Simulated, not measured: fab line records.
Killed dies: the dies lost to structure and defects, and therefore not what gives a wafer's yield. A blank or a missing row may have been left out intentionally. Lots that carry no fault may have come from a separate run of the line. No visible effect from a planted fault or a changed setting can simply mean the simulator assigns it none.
fab line records	flow sky130
record lots=12	wafers=36	last-day=50
route steps=708 shown LI_CONTACT@363 LOCAL_INTERCONNECT@398 PAD_OPEN@708
lots that met no fault: taken from a fault-free run of the same line
start-h: the number of hours between the record's first day and the start of the first shown wafer of the lot	wait-h: hours from the lot's prior step to this one	" the same as in the row above	L1.1+2: a single row standing in for several wafers	- no value, or no start was given	* or withheld: withheld	< > ~ a bound
route shown NAME@n: NAME is a module with steps in the file, n the number in the route of the first one	usual: mean and standard deviation over wafers with no fault	same: alike in all rows	chamber/n: place in a boat	sites: per-site readings	_std_site: the standard deviation of these	_edge_site: inner sites' mean taken away from outer sites' mean	radius-mm: how far each site lies from the wafer's centre	mask NAME#n: copy n	behind: the most recent tool/chamber to have shaped the wafer	hold: the reason the lot was held/the length of the hold in hours/how it ended	device: the n, p or np transistor that did not switch	end of line: the route-end tests of the same wafers	step lacking rows: just its recipe	killed: count of dies lost to structure and defects at first sort (not the wafer's yield)	map: per-die view of a wafer (x killed, . not killed, _ where there is no die)
set.NAME: the run value of the setting; set.NAME@STEP: its run value at that earlier step	model.NAME: the simulator's own value behind a step, which no gauge read
one table for each step of the route and one row for each wafer, over a sample of lots
services: from which hour (start-h, from the record's first day; less than 0 if before it) a tool's chamber was out of use, for how many hours, and why
## steps
# step SKY_LI_CONTACT_THK_MEAS_01
# recipe reads=PSG_of_LI_CONTACT_HDPCVD_00
# usual LI_CONTACT_HDPCVD_THK=924/8.5
lot.wafer	tool	chamber	start-h	wait-h	LI_CONTACT_HDPCVD_THK[nm]
L620.1	film-metro-03	-	649.63	0.1	909
L620.2	"	-	"	"	924
L620.4	"	-	"	"	913
L621.2	film-metro-02	-	654.24	0.1	935
L621.3	"	-	"	"	925
L621.4	"	-	"	"	943
L622.1	film-metro-02	-	666.95	0.1	927
L622.2	"	-	"	"	926
L622.6	"	-	"	"	918
L623.1	film-metro-04	-	690.68	0.1	920
L623.3	"	-	"	"	927
L623.6	"	-	"	"	937
L624.1	film-metro-04	-	700.23	0.1	923
L624.5	"	-	"	"	927
L624.6	"	-	"	"	932
L627.2	film-metro-02	-	719.57	0.1	933
L627.4	"	-	"	"	928
L627.6	"	-	"	"	921
L626.4	film-metro-04	-	720.19	0.0	930
L626.5	"	-	"	"	922
L626.6	"	-	"	"	920
L629.1	film-metro-02	-	746.63	0.1	940
L629.2	"	-	"	"	942
L629.5	"	-	"	"	948
L635.1	film-metro-02	-	782.88	0.1	918
L635.2	"	-	"	"	913
L635.5	"	-	"	"	920
L636.2	film-metro-02	-	787.47	0.1	927
L636.4	"	-	"	"	930
L636.5	"	-	"	"	928
L637.1	film-metro-02	-	788.66	0.1	916
L637.4	"	-	"	"	920
L637.5	"	-	"	"	906
L640.1	film-metro-04	-	812.06	0.1	951
L640.5	"	-	"	"	924
L640.6	"	-	"	"	927
# step SKY_LI_CONTACT_CD_MEAS_12
# recipe target-cd-nm=170
# usual cd-nm=170.7/1.7
lot.wafer	tool	chamber	start-h	wait-h	cd-nm
L620.1	cd-sem-01	-	678.13	-	170.2
L620.2	"	-	"	"	171.6
L620.4	"	-	"	"	170.5
L621.2	cd-sem-01	-	682.97	-	169.2
L621.3	"	-	"	"	170.7
L621.4	"	-	"	"	169.2
L622.1	cd-sem-01	-	696.21	-	171.7
L622.2	"	-	"	"	170.8
L622.6	"	-	"	"	170.7
L623.1	cd-sem-01	-	719.50	-	174.6
L623.3	"	-	"	"	174.0
L623.6	"	-	"	"	173.4
L624.1	cd-sem-01	-	728.68	-	168.6
L624.5	"	-	"	"	168.4
L624.6	"	-	"	"	170.2
L627.2	cd-sem-02	-	747.70	-	171.7
L627.4	"	-	"	"	171.7
L627.6	"	-	"	"	172.4
L626.4	cd-sem-02	-	748.91	-	170.4
L626.5	"	-	"	"	170.2
L626.6	"	-	"	"	169.3
L629.1	cd-sem-01	-	774.43	-	169.0
L629.2	"	-	"	"	169.4
L629.5	"	-	"	"	169.9
L635.1	cd-sem-02	-	809.46	-	170.6
L635.2	"	-	"	"	170.4
L635.5	"	-	"	"	170.3
L636.2	cd-sem-01	-	814.15	-	168.6
L636.4	"	-	"	"	169.4
L636.5	"	-	"	"	168.0
L637.1	cd-sem-01	-	815.21	-	169.6
L637.4	"	-	"	"	169.4
L637.5	"	-	"	"	170.1
L640.1	cd-sem-01	-	838.23	-	170.7
L640.5	"	-	"	"	169.5
L640.6	"	-	"	"	170.5
# step SKY_LI_CONTACT_CVD_21
# recipe material=W	target-thk-nm=400	time-s=120.56	temp-c=400	pressure-torr=40
# usual heater-power-w=902/37
lot.wafer	tool	chamber	start-h	wait-h	heater-power-w
L620.1	cvd-w-01	1	678.85	0.0	867
L620.2	"	0	"	"	952
L620.4	"	0	"	"	961
L621.2	cvd-w-01	1	683.66	0.0	870
L621.3	"	0	"	"	955
L621.4	"	1	"	"	871
L622.1	cvd-w-02	1	696.92	0.0	909
L622.2	"	0	"	"	869
L622.6	"	1	"	"	891
L623.1	cvd-w-01	0	720.21	0.0	946
L623.3	"	0	"	"	956
L623.6	"	0	"	"	951
L624.1	cvd-w-02	0	729.40	0.0	856
L624.5	"	0	"	"	880
L624.6	"	1	"	"	899
L627.2	cvd-w-02	1	748.40	0.0	902
L627.4	"	1	"	"	886
L627.6	"	0	"	"	891
L626.4	cvd-w-01	1	749.60	0.1	870
L626.5	"	1	"	"	849
L626.6	"	0	"	"	932
L629.1	cvd-w-01	1	775.16	0.0	901
L629.2	"	0	"	"	943
L629.5	"	1	"	"	870
L635.1	cvd-w-02	0	810.19	0.0	883
L635.2	"	1	"	"	898
L635.5	"	1	"	"	908
L636.2	cvd-w-01	1	814.86	0.0	910
L636.4	"	0	"	"	949
L636.5	"	0	"	"	960
L637.1	cvd-w-02	1	815.94	0.0	918
L637.4	"	0	"	"	875
L637.5	"	0	"	"	875
L640.1	cvd-w-01	1	838.95	0.0	890
L640.5	"	0	"	"	986
L640.6	"	1	"	"	887
# step SKY_LI_CONTACT_RS_MEAS_22
# recipe thk-meas-gauge=four-point-probe	reads=W_of_LI_CONTACT_CVD_21+TiN_of_LI_CONTACT_SPUTTER_20+Ti_of_LI_CONTACT_SPUTTER_19
# usual LI_CONTACT_W_RS=0.285/0.0035
lot.wafer	tool	chamber	start-h	wait-h	LI_CONTACT_W_RS[ohm/sq]
L620.1	film-metro-03	-	678.97	0.1	0.285
L620.2	"	-	"	"	0.286
L620.4	"	-	"	"	0.288
L621.2	film-metro-04	-	683.81	0.1	0.283
L621.3	"	-	"	"	0.289
L621.4	"	-	"	"	0.283
L622.1	film-metro-04	-	697.05	0.1	0.285
L622.2	"	-	"	"	0.281
L622.6	"	-	"	"	0.284
L623.1	film-metro-04	-	720.34	0.1	0.284
L623.3	"	-	"	"	0.291
L623.6	"	-	"	"	0.286
L624.1	film-metro-02	-	729.52	0.1	0.281
L624.5	"	-	"	"	0.281
L624.6	"	-	"	"	0.284
L627.2	film-metro-04	-	748.54	0.1	0.286
L627.4	"	-	"	"	0.283
L627.6	"	-	"	"	0.281
L626.4	film-metro-04	-	749.75	0.1	0.285
L626.5	"	-	"	"	0.281
L626.6	"	-	"	"	0.288
L629.1	film-metro-02	-	775.29	0.1	0.288
L629.2	"	-	"	"	0.286
L629.5	"	-	"	"	0.280
L635.1	film-metro-02	-	810.32	0.1	0.237
L635.2	"	-	"	"	0.242
L635.5	"	-	"	"	0.242
L636.2	film-metro-03	-	815.01	0.1	0.285
L636.4	"	-	"	"	0.292
L636.5	"	-	"	"	0.287
L637.1	film-metro-04	-	816.07	0.1	0.242
L637.4	"	-	"	"	0.237
L637.5	"	-	"	"	0.238
L640.1	film-metro-02	-	839.07	0.1	0.283
L640.5	"	-	"	"	0.292
L640.6	"	-	"	"	0.282
# step SKY_LI_CONTACT_THK_MEAS_23
# recipe thk-meas-gauge=xrf	reads=W_of_LI_CONTACT_CVD_21
# usual LI_CONTACT_W_THK=398/5.3
lot.wafer	tool	chamber	start-h	wait-h	LI_CONTACT_W_THK[nm]
L620.1	film-metro-03	-	679.09	0.1	400
L620.2	"	-	"	"	400
L620.4	"	-	"	"	394
L621.2	film-metro-04	-	683.92	0.1	401
L621.3	"	-	"	"	396
L621.4	"	-	"	"	400
L622.1	film-metro-04	-	697.17	0.1	396
L622.2	"	-	"	"	401
L622.6	"	-	"	"	394
L623.1	film-metro-04	-	720.46	0.1	399
L623.3	"	-	"	"	391
L623.6	"	-	"	"	395
L624.1	film-metro-02	-	729.64	0.1	405
L624.5	"	-	"	"	405
L624.6	"	-	"	"	396
L627.2	film-metro-04	-	748.65	0.1	391
L627.4	"	-	"	"	394
L627.6	"	-	"	"	400
L626.4	film-metro-04	-	749.84	0.1	397
L626.5	"	-	"	"	401
L626.6	"	-	"	"	391
L629.1	film-metro-02	-	775.41	0.1	397
L629.2	"	-	"	"	400
L629.5	"	-	"	"	410
L635.1	film-metro-02	-	810.44	0.1	479
L635.2	"	-	"	"	470
L635.5	"	-	"	"	463
L636.2	film-metro-03	-	815.12	0.1	395
L636.4	"	-	"	"	386
L636.5	"	-	"	"	393
L637.1	film-metro-04	-	816.19	0.1	462
L637.4	"	-	"	"	475
L637.5	"	-	"	"	474
L640.1	film-metro-02	-	839.19	0.1	401
L640.5	"	-	"	"	389
L640.6	"	-	"	"	400
# step SKY_LI_CONTACT_CMP_24
# recipe stop-on=PSG	t-overpolish-s=20	down-force-psi=3.5	platen-rpm=60	target-thk-nm=0	pad-velocity-m-s=0.94248
# usual motor-current-A=10.5/0.84	slurry-flow-ml-min=150.0/0.46	time-to-endpoint-s=97/3.9
lot.wafer	tool	chamber	start-h	wait-h	motor-current-A	slurry-flow-ml-min	time-to-endpoint-s
L620.4	cmp-02	3	679.15	0.0	10.1	150.6	91
L620.1	"	0	"	"	11.4	150.7	92
L620.2	"	2	"	"	10.6	149.8	93
L621.3	cmp-01	3	683.97	0.0	8.7	150.8	99
L621.4	"	0	"	"	12.3	149.4	98
L621.2	"	1	"	"	10.1	150.0	102
L622.1	cmp-02	3	697.33	0.1	9.8	150.6	91
L622.2	"	0	"	"	11.4	150.9	93
L622.6	"	1	"	"	10.8	149.9	95
L623.1	cmp-02	0	720.52	0.1	11.2	149.5	98
L623.3	"	1	"	"	10.6	150.1	96
L623.6	"	0	"	"	11.1	149.3	96
L624.1	cmp-02	1	729.85	0.2	10.6	150.1	94
L624.6	"	2	"	"	11.0	149.9	95
L624.5	"	3	"	"	10.0	149.7	94
L627.4	cmp-01	1	748.75	0.1	9.9	151.1	105
L627.2	"	3	"	"	9.0	149.6	98
L627.6	"	1	"	"	10.2	150.8	101
L626.4	cmp-02	3	749.97	0.1	10.5	149.9	91
L626.6	"	1	"	"	10.3	150.2	96
L626.5	"	2	"	"	11.0	150.1	98
L629.2	cmp-01	3	775.62	0.2	8.4	150.1	96
L629.1	"	0	"	"	12.4	149.5	92
L629.5	"	3	"	"	8.4	149.7	98
L635.2	cmp-02	0	810.50	0.0	10.5	150.1	111
L635.1	"	3	"	"	10.5	149.0	112
L635.5	"	1	"	"	10.0	150.0	114
L636.2	cmp-02	3	815.22	0.1	10.6	149.7	95
L636.4	"	1	"	"	10.6	150.5	95
L636.5	"	3	"	"	10.4	150.0	95
L637.1	cmp-01	1	816.45	0.3	10.0	150.4	122
L637.4	"	2	"	"	10.2	150.5	124
L637.5	"	3	"	"	8.8	149.7	128
L640.1	cmp-02	1	839.35	0.1	9.9	150.4	93
L640.5	"	3	"	"	10.3	149.7	93
L640.6	"	0	"	"	10.5	149.9	93
# step SKY_LOCAL_INTERCONNECT_CD_MEAS_11
# recipe target-cd-nm=170
# usual cd-nm=169.7/1.7
lot.wafer	tool	chamber	start-h	wait-h	cd-nm
L620.1	cd-sem-02	-	707.94	-	173.1
L620.2	"	-	"	"	170.9
L620.4	"	-	"	"	171.6
L621.2	cd-sem-02	-	711.90	-	172.4
L621.3	"	-	"	"	172.4
L621.4	"	-	"	"	170.0
L622.1	cd-sem-01	-	724.74	-	172.6
L622.2	"	-	"	"	172.5
L622.6	"	-	"	"	173.4
L623.1	cd-sem-01	-	749.50	-	169.2
L623.3	"	-	"	"	170.1
L623.6	"	-	"	"	168.9
L624.1	cd-sem-01	-	758.20	-	170.3
L624.5	"	-	"	"	170.6
L624.6	"	-	"	"	169.5
L627.2	cd-sem-01	-	776.22	-	170.7
L627.4	"	-	"	"	170.5
L627.6	"	-	"	"	171.3
L626.4	cd-sem-01	-	777.70	-	169.0
L626.5	"	-	"	"	169.1
L626.6	"	-	"	"	168.7
L629.1	cd-sem-02	-	801.63	-	168.8
L629.2	"	-	"	"	168.5
L629.5	"	-	"	"	168.9
L635.1	cd-sem-01	-	837.04	-	168.6
L635.2	"	-	"	"	171.3
L635.5	"	-	"	"	166.6
L636.2	cd-sem-01	-	841.11	-	169.1
L636.4	"	-	"	"	168.7
L636.5	"	-	"	"	169.3
L637.1	cd-sem-01	-	842.58	-	171.3
L637.4	"	-	"	"	170.6
L637.5	"	-	"	"	171.2
L640.1	cd-sem-01	-	865.39	-	170.5
L640.5	"	-	"	"	169.7
L640.6	"	-	"	"	169.0
# step SKY_PAD_OPEN_PROBE_99
# usual killed_at_M0_to_M3=43/6.9	killed_at_M4_up=3.0/1.8	killed-at-contacts=24/4.8	killed-at-front-end=15/4.5	killed-at-other=0.4/0.67	killed-dies=86/9.2	killed-on-rim=17/3.5	killed-open=46/6.9	killed-short=39/6
# same gross-dies=492	killed-at-back-side=0
lot.wafer	tool	chamber	start-h	wait-h	killed_at_M0_to_M3	killed_at_M4_up	killed-at-contacts	killed-at-front-end	killed-at-other	killed-dies	killed-on-rim	killed-open	killed-short
L622.1	prober-02	-	1089.36	0.1	48	3	19	22	0	92	15	44	47
L622.2	prober-02	-	1089.41	0.1	36	1	30	24	3	94	20	56	36
L622.6	prober-02	-	1089.61	0.2	44	2	23	12	0	81	15	37	43
# killed by level:class
L622.1 VIA1:geometric-particle:open=9 VIA3:geometric-particle:open=7 POLY_GATE:geometric-particle:open=7 VIA2:geometric-particle:open=7 POLY_GATE:geometric-particle:short=6 METAL1:geometric-particle:short=6 METAL2:geometric-particle:short=6 VIA3:geometric-particle:short=6
L622.2 CONTACT:geometric-particle:open=17 VIA1:geometric-particle:open=9 POLY_GATE:geometric-particle:open=7 POLY_GATE:geometric-particle:short=6 METAL2:geometric-particle:short=5 FIELD_ISO:geometric-particle:open=4 VIA3:geometric-particle:open=4 METAL1:geometric-particle:short=4
L622.6 VIA1:geometric-particle:open=10 VIA2:geometric-particle:open=8 CONTACT:geometric-particle:open=7 VIA1:geometric-particle:short=7 LOCAL_INTERCONNECT:geometric-particle:short=6 METAL1:geometric-particle:short=6 LI_CONTACT:geometric-particle:short=4 METAL3:geometric-particle:short=4
## services
tool	chamber	start-h	hours	kind
cmp-01	-	685.36	2.6	repair
cmp-01	-	694.43	1.0	repair
cmp-01	-	744.13	4.0	pm
cmp-01	-	748.13	-	consumable-replace:conditioner
cmp-01	-	748.13	-	consumable-replace:pad
cmp-02	-	774.40	2.1	repair
cmp-02	-	797.25	0.5	repair
## key
first-sign step=SKY_LI_CONTACT_RS_MEAS_22	reading=LI_CONTACT_W_RS	direction=down	sigmas=13	usual=0.285	struck=0.240
effect step=SKY_LI_CONTACT_THK_MEAS_23	reading=LI_CONTACT_W_THK	direction=up	sigmas=14	usual=398	struck=470
effect step=SKY_LI_CONTACT_CMP_24	reading=time-to-endpoint-s	direction=up	sigmas=5.4	usual=*	struck=*
met-at SKY_LI_CONTACT_CVD_21
struck-lots L635,L637
tester-left-out L635,L637
not-acting-at SKY_LI_CONTACT_THK_MEAS_01,SKY_LI_CONTACT_CD_MEAS_12,SKY_LOCAL_INTERCONNECT_CD_MEAS_11
onset-between 748.40 810.19
fault kind=process-parameter-drift	tool=cvd-w-02	chamber=-	onset-h=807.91	steps=SKY_LI_CONTACT_CVD_21	channel=target-thk-nm	offset=70.201	shape=step	end-h=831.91	acts-in=these-recipes-only	stated=400
# tester-left-out: of these lots the tester's yield and bins aren't shown, on N5 and GAA mostly nor the transistor test; their killed dies are dies lost to structure and defects alone, not to doping, threshold or leakage, so they don't give the yield
